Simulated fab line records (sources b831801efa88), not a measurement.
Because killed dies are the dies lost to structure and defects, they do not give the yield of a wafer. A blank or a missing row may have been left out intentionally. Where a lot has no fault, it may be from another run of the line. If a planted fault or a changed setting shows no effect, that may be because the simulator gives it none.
The tool behind it: which one? | flow gf180mcu | 33 wafers from 11 lots sampled at 4 of the route's 602 steps

## WHAT THE GAUGES SHOWED, per wafer
GF_M5_OVL_MEAS_08. Usual: M5_OVL 2 nm, standard deviation 4.6.
lot  | measured     | on         | M5_OVL (nm) | flag
L871 | day 26 04:37 | overlay-02 | 4 -4 0      | 
L872 | day 26 15:16 | overlay-01 | -1 -3 -6    | 
L874 | day 27 07:26 | overlay-01 | 0 3 -1      | 
L877 | day 28 02:22 | overlay-02 | 6 8 11      | 
L878 | day 28 10:49 | overlay-02 | 1 4 -3      | 
L879 | day 28 13:46 | overlay-01 | 7 5 4       | 
L886 | day 30 20:37 | overlay-02 | -7 -5 5     | 
L890 | day 31 22:55 | overlay-02 | -3 -2 1     | 
L891 | day 32 03:47 | overlay-02 | 7 1 -4      | 
L892 | day 32 09:19 | overlay-02 | 3 2 0       | 
L894 | day 32 20:23 | overlay-02 | -2 5 0      | 

GF_PASSIVATION_THK_MEAS_01. Usual: PASSIVATION_CVD_00_THK 1003 nm, standard deviation 13.
lot  | measured     | on           | PASSIVATION_CVD_00_THK (nm) | flag
L871 | day 28 00:35 | filmMetro-04 | 998 996 1013                | 
L872 | day 28 11:37 | filmMetro-01 | 1001 1004 1005              | 
L874 | day 29 03:34 | filmMetro-04 | 1010 1006 1006              | 
L877 | day 29 20:47 | filmMetro-04 | 999 1014 1029               | 
L878 | day 30 06:04 | filmMetro-01 | 987 1010 1008               | 
L879 | day 30 08:07 | filmMetro-01 | 1001 1034 1019              | 
L886 | day 32 09:47 | filmMetro-01 | 991 1153 1010               | OFF
L890 | day 33 12:29 | filmMetro-04 | 1013 1041 1021              | 
L891 | day 33 15:55 | filmMetro-04 | 993 1001 1016               | 
L892 | day 33 21:35 | filmMetro-04 | 992 990 998                 | 
L894 | day 34 07:16 | filmMetro-04 | 1026 1026 1014              | 

## EACH LOT AND THE TOOL THAT RAN IT (in order: tool; ch and the chambers of the sampled wafers; start)
lot  | GF_V4_CVD_23                 | GF_PASSIVATION_CVD_00
L871 | cvdW-01 ch 0,1, day 24 07:50 | pecvd-04 ch 0,1, day 28 00:29
L872 | cvdW-01 ch 0,1, day 24 18:26 | pecvd-03 ch 1,2, day 28 11:31
L874 | cvdW-01 ch 0,1, day 25 12:05 | pecvd-04 ch 0,1,2, day 29 03:30
L877 | cvdW-02 ch 0,1, day 26 09:01 | pecvd-04 ch 0,1, day 29 20:41
L878 | cvdW-01 ch 0,1, day 26 16:54 | pecvd-01 ch 0,1,2, day 30 05:59
L879 | cvdW-01 ch 0, day 26 20:34   | pecvd-03 ch 0,2, day 30 08:02
L886 | cvdW-01 ch 0, day 29 05:32   | pecvd-01 ch 0,1,2, day 32 09:42
L890 | cvdW-01 ch 0,1, day 30 10:27 | pecvd-03 ch 1,2, day 33 12:23
L891 | cvdW-02 ch 1, day 30 16:01   | pecvd-04 ch 0,2, day 33 15:51
L892 | cvdW-01 ch 0,1, day 30 22:20 | pecvd-03 ch 0,2, day 33 21:29
L894 | cvdW-02 ch 0,1, day 31 09:15 | pecvd-03 ch 0,1,2, day 34 07:12
- GF_V4_CVD_23: deposits W, target thk 350 nm, time 104.9 s.
- GF_PASSIVATION_CVD_00: deposits SiO2 from TEOS, target thk 1000 nm, time 111.95 s.

## WHAT THE TOOLS THEMSELVES READ (means of the sampled wafers that have a number; where no wafer has one, the mark that the record gives instead)
GF_V4_CVD_23. Usual: heaterPowerW 852 W, standard deviation 130; runLengthS 132.6 s, standard deviation 0.76.
lot  | tool    | heaterPowerW (W) | runLengthS (s) | flag
L871 | cvdW-01 | 924              | 133.3          | 
L872 | cvdW-01 | 825              | 133.0          | 
L874 | cvdW-01 | 920              | 133.3          | 
L877 | cvdW-02 | 815              | 132.2          | 
L878 | cvdW-01 | 930              | 133.2          | 
L879 | cvdW-01 | 723              | 132.5          | 
L886 | cvdW-01 | 717              | 132.8          | 
L890 | cvdW-01 | 822              | 132.7          | 
L891 | cvdW-02 | 844              | 132.0          | 
L892 | cvdW-01 | 930              | 133.1          | 
L894 | cvdW-02 | 808              | 132.0          | 

GF_PASSIVATION_CVD_00. Usual: heaterPowerW 690 W, standard deviation 120; runLengthS 139.7 s, standard deviation 0.53.
lot  | tool     | heaterPowerW (W) | runLengthS (s) | flag
L871 | pecvd-04 | 553              | 139.1          | 
L872 | pecvd-03 | 682              | 140.0          | 
L874 | pecvd-04 | 698              | 139.5          | 
L877 | pecvd-04 | 544              | 139.6          | 
L878 | pecvd-01 | 609              | 140.4          | 
L879 | pecvd-03 | 779              | 139.1          | 
L886 | pecvd-01 | 644              | 146.1          | OFF
L890 | pecvd-03 | 658              | 139.7          | 
L891 | pecvd-04 | 712              | 139.6          | 
L892 | pecvd-03 | 781              | 139.2          | 
L894 | pecvd-03 | 630              | 139.9          | 

## THE ANSWER, worked out from the rows above alone
Rule: lot off if the mean of its wafers having a number is beyond 3 standard deviations from the usual mean. A lot without any number at a reading at which 4 lots or more have one is off too. Any other lot the step has rows for is counted as sound. First the gauges in route order, then the tools' own readings, where a lot's mean is used as printed above. The first step at which some lot is off is used, and at that step the reading that is off furthest; a lot without a number counts as furthest.
Off: at GF_PASSIVATION_THK_MEAS_01 (PASSIVATION_CVD_00_THK), L886.
If a tool, at a process step before that reading, ran all the lots that are off and no sound lot after the first of them, it fits. Not tried: the gauges at GF_PASSIVATION_THK_MEAS_01; whatever is off there is also off at GF_PASSIVATION_CVD_00, on other tools, and gauge error can't account for it. One fits: pecvd-01 at GF_PASSIVATION_CVD_00. A fault onset in the window from L878 (day 30 05:59, its last sound lot) to L886 (day 32 09:42, its first lot off) fits.
The tool's own readings at GF_PASSIVATION_CVD_00 bear it out: on the lots that are off they differ by more than 5 times the standard deviation of the sound lots' means. runLengthS reads 146.1 s there against 139.6 s on the sound lots.

## WHAT THE SIMULATOR PUT IN
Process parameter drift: pecvd-01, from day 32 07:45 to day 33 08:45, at GF_PASSIVATION_CVD_00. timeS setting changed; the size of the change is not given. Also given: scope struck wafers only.
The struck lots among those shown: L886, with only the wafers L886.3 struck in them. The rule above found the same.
